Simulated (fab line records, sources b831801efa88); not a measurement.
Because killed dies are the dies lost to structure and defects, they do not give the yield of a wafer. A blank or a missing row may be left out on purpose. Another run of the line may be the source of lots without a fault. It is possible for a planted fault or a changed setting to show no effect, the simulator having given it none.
Matching of chambers :: flow gf180mcu :: 4 sister chambers for GF_CONTACT_CMP_04 on cmp-01
The step polishes SiO2. 8 wafers are shown with their chamber, then 10 later ones without.

== EACH WAFER AND ITS CHAMBER ==
wafer: L674.3
chamber: 2
motor_current_A (A): 11.1
time_to_endpoint_s (s): 100

wafer: L676.3
chamber: 1
motor_current_A (A): 13.0
time_to_endpoint_s (s): 108

wafer: L678.4
chamber: 2
motor_current_A (A): 10.7
time_to_endpoint_s (s): 102

wafer: L690.1
chamber: 0
motor_current_A (A): 13.1
time_to_endpoint_s (s): 107

wafer: L690.2
chamber: 3
motor_current_A (A): 10.9
time_to_endpoint_s (s): 125

wafer: L690.4
chamber: 1
motor_current_A (A): 13.5
time_to_endpoint_s (s): 117

wafer: L691.1
chamber: 3
motor_current_A (A): 11.2
time_to_endpoint_s (s): 113

wafer: L691.3
chamber: 0
motor_current_A (A): 12.4
time_to_endpoint_s (s): 111

== WAFERS WHOSE CHAMBER IS MISSING ==
wafer: L691.6
motor_current_A (A): 10.6
time_to_endpoint_s (s): 113

wafer: L693.2
motor_current_A (A): 11.1
time_to_endpoint_s (s): 110

wafer: L693.3
motor_current_A (A): 13.3
time_to_endpoint_s (s): 115

wafer: L693.4
motor_current_A (A): 12.6
time_to_endpoint_s (s): 103

wafer: L694.3
motor_current_A (A): 12.1
time_to_endpoint_s (s): 113

wafer: L694.4
motor_current_A (A): 11.6
time_to_endpoint_s (s): 121

wafer: L694.5
motor_current_A (A): 12.7
time_to_endpoint_s (s): 117

wafer: L695.3
motor_current_A (A): 11.0
time_to_endpoint_s (s): 98

wafer: L695.4
motor_current_A (A): 12.2
time_to_endpoint_s (s): 106

wafer: L695.6
motor_current_A (A): 12.6
time_to_endpoint_s (s): 109

== WHICH CHAMBER EACH WENT THROUGH ==
wafer: L691.6
from the rows above: can't be placed: 3 or 2
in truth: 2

wafer: L693.2
from the rows above: can't be placed: 3 or 2
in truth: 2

wafer: L693.3
from the rows above: can't be placed: 1 or 0
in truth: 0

wafer: L693.4
from the rows above: can't be placed: 0 or 1
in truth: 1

wafer: L694.3
from the rows above: can't be placed: 0 or 3 or 1
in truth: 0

wafer: L694.4
from the rows above: 3
in truth: 3

wafer: L694.5
from the rows above: can't be placed: 0 or 1
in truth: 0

wafer: L695.3
from the rows above: 2
in truth: 2

wafer: L695.4
from the rows above: can't be placed: 0 or 1
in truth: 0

wafer: L695.6
from the rows above: can't be placed: 0 or 1
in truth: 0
Correctly placed: 2 of 10. These rows do not allow placing 8 (true chamber among the candidates in 8). Placed wrongly: 0.
How it was worked out, from the rows above alone: a wafer's distance from a chamber is the root of the sum, over the readings, of the square of ((its reading less the chamber's mean) divided by the reading's scatter). The wafer belongs to the nearest chamber; if the next one is less than 2 further off, it can't be placed. A chamber's mean is the mean of its shown wafers. The scatter: take each reading less its chamber's mean, square it, sum over the shown wafers, divide by the number of wafers less the number of chambers, and take the root.
